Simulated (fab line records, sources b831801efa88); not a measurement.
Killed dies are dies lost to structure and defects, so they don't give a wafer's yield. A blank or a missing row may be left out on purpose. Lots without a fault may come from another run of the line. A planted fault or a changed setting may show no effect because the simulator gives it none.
A sampling plan put to the test | flow sky130 | one fab line, 14 faults that these records tell of, each judged on the records of the lots that it struck
The plan is the line's own looks: the steps of the route at which a gauge or an inspection reads the wafer and doesn't change it. A look can be judged if struck wafers have a number there and the file gives its usual mean and standard deviation on fault-free wafers. Caught: at a look after the fault's first step, the mean of the struck wafers lies 4 or more of those standard deviations (sigma) from the usual mean. On the tool: the same test on the tool's own readings at the fault's steps. Another recipe on the struck wafers, or a record that is blank for them alone, also counts as caught.

THE FAULTS, as the simulator had put them in
1. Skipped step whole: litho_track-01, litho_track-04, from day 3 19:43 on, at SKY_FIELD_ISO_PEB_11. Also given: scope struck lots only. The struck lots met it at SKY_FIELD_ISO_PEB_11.
2. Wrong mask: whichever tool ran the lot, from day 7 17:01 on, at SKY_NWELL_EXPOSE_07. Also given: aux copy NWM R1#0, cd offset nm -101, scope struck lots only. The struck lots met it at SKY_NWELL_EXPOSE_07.
3. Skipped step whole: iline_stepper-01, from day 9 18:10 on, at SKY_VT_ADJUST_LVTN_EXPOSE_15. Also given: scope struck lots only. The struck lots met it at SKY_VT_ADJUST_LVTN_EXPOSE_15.
4. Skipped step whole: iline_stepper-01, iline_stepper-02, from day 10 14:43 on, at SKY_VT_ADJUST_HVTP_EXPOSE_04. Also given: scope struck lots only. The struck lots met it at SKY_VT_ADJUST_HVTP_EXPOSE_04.
5. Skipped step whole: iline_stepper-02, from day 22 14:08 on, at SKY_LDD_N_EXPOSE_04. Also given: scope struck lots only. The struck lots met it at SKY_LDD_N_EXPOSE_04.
6. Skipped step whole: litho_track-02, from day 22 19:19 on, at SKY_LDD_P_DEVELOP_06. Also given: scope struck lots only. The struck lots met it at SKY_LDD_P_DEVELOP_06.
7. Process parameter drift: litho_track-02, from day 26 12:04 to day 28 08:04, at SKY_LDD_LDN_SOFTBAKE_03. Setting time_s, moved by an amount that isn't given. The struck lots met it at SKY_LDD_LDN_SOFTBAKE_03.
8. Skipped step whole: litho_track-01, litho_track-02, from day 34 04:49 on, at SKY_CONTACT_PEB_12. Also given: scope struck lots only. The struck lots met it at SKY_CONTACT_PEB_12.
9. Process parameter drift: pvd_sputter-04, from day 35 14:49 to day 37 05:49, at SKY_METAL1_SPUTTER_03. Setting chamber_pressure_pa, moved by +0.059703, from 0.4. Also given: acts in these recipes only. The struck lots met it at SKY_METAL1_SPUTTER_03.
10. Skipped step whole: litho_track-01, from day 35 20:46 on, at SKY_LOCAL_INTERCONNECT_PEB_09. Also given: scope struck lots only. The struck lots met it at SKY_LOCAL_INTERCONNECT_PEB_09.
11. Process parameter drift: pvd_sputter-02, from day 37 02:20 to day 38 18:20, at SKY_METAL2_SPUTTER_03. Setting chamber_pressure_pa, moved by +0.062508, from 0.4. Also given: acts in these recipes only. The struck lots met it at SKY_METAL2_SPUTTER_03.
12. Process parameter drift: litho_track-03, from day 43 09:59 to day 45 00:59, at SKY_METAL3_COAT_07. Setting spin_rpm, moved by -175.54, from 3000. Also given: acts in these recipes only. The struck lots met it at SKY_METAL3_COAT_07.
13. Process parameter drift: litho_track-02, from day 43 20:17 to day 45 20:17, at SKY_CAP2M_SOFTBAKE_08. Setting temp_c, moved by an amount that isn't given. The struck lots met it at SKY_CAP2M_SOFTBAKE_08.
14. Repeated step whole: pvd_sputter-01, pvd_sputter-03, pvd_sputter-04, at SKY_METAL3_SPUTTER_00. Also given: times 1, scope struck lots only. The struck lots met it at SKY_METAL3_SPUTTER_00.

WHAT THE PLAN SAW
fault | on the tool itself                               | first look that catches it                      | reading, sigma | median hours from its first step to that look | hours from the fault's start to the first struck lot there | judged looks passed uncaught
1     | no reading that can be judged                    | no look after it can be judged                  | -              | -                                             | -                                                          | 0
2     | under 2 sigma                                    | not the one look that can be judged after it    | -              | -                                             | -                                                          | 1
3     | no reading that can be judged                    | not the one look that can be judged after it    | -              | -                                             | -                                                          | 1
4     | no reading that can be judged                    | not the one look that can be judged after it    | -              | -                                             | -                                                          | 1
5     | no reading that can be judged                    | no look after it can be judged                  | -              | -                                             | -                                                          | 0
6     | the tool's record is blank for the struck wafers | none of the 2 looks that can be judged after it | -              | -                                             | -                                                          | 2
7     | heater_power_total_W +99 or beyond sigma         | no look after it can be judged                  | -              | -                                             | -                                                          | 0
8     | no reading that can be judged                    | no look after it can be judged                  | -              | -                                             | -                                                          | 0
9     | chamber_pressure_pa +70 sigma                    | no look after it can be judged                  | -              | -                                             | -                                                          | 0
10    | no reading that can be judged                    | no look after it can be judged                  | -              | -                                             | -                                                          | 0
11    | chamber_pressure_pa +84 sigma                    | no look after it can be judged                  | -              | -                                             | -                                                          | 0
12    | spin_speed_rpm -78 sigma                         | no look after it can be judged                  | -              | -                                             | -                                                          | 0
13    | heater_power_total_W -57 sigma                   | no look after it can be judged                  | -              | -                                             | -                                                          | 0
14    | under 2 sigma                                    | no look after it can be judged                  | -              | -                                             | -                                                          | 0
A dash: the fault isn't caught, or these records don't give the number.

Caught at a look: 0 of 14. Caught on the tool: 6 of 14. By one or the other: 6 of 14.
Caught on the tool alone: faults 6, 7, 9, 11, 12, 13.
Caught by neither: faults 1, 2, 3, 4, 5, 8, 10, 14.
